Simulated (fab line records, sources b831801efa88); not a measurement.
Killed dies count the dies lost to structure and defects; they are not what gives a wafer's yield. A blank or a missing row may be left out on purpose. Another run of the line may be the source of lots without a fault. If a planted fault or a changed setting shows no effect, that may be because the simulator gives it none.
What tool caused it? -- flow sky130 -- 33 wafers from 11 lots sampled at 2 of the route's 708 steps

== WHAT THE GAUGES SHOWED, per wafer ==
SKY_CAP2M_THK_MEAS_01.
lot,measured,on,CAP2M_CVD_00_THK (nm)
L512,day 40 08:28,film_metro-02,15.41 15.31 15.53
L514,day 41 06:30,film_metro-02,15.57 15.76 15.75
L515,day 41 06:50,film_metro-04,14.90 15.59 15.37
L516,day 41 12:59,film_metro-04,15.68 15.62 15.53
L517,day 41 23:23,film_metro-03,15.15 15.16 15.48
L520,day 42 19:47,film_metro-02,15.51 15.65 15.82
L519,day 42 23:13,film_metro-02,15.32 15.16 15.60
L525,day 44 05:28,film_metro-03,15.37 15.02 15.41
L524,day 44 04:26,film_metro-02,15.48 15.05 15.79
L531,day 45 16:06,film_metro-03,15.65 15.85 15.71
L533,day 46 09:17,film_metro-04,15.33 15.67 15.69

== EACH LOT AND THE TOOL THAT RAN IT (in order: tool; ch and the chambers of the sampled wafers; start) ==
lot,SKY_LDD_HVP_STRIP_09
L512,"plasma_asher-02 ch 0,1, day 22 06:04"
L514,"plasma_asher-01 ch 0,1, day 23 07:26"
L515,"plasma_asher-02 ch 0,1, day 23 11:43"
L516,"plasma_asher-04 ch 0,1, day 23 19:33"
L517,"plasma_asher-01 ch 0,1, day 24 05:22"
L520,"plasma_asher-04 ch 0,1, day 25 07:37"
L519,"plasma_asher-02 ch 0,1, day 25 09:31"
L525,"plasma_asher-02 ch 0,1, day 26 23:38"
L524,"plasma_asher-02 ch 0,1, day 27 00:25"
L531,"plasma_asher-01 ch 0,1, day 28 22:10"
L533,"plasma_asher-04 ch 0,1, day 29 18:43"
- SKY_LDD_HVP_STRIP_09: strips in O2/N2.

== THE ANSWER, worked out from the rows above alone ==
Rule: what is usual is taken from the lots themselves. Put in order of their means at a reading, lots are off if they are a third of the lots or fewer, leave a main group of 4 or more, and stand apart from it by a gap of 3 or more times the standard deviation of the main group's means; of several such gaps the widest counts. A main group whose means are all the same, to the digits that the tables above print for the reading, isn't used. Also off: a lot with no number at a reading for which 4 or more lots have one. Where the step has rows for the other lots, those lots are counted as sound.
No lot is off at any reading shown: from this, nothing can be told.

== WHAT THE SIMULATOR HAD PUT IN ==
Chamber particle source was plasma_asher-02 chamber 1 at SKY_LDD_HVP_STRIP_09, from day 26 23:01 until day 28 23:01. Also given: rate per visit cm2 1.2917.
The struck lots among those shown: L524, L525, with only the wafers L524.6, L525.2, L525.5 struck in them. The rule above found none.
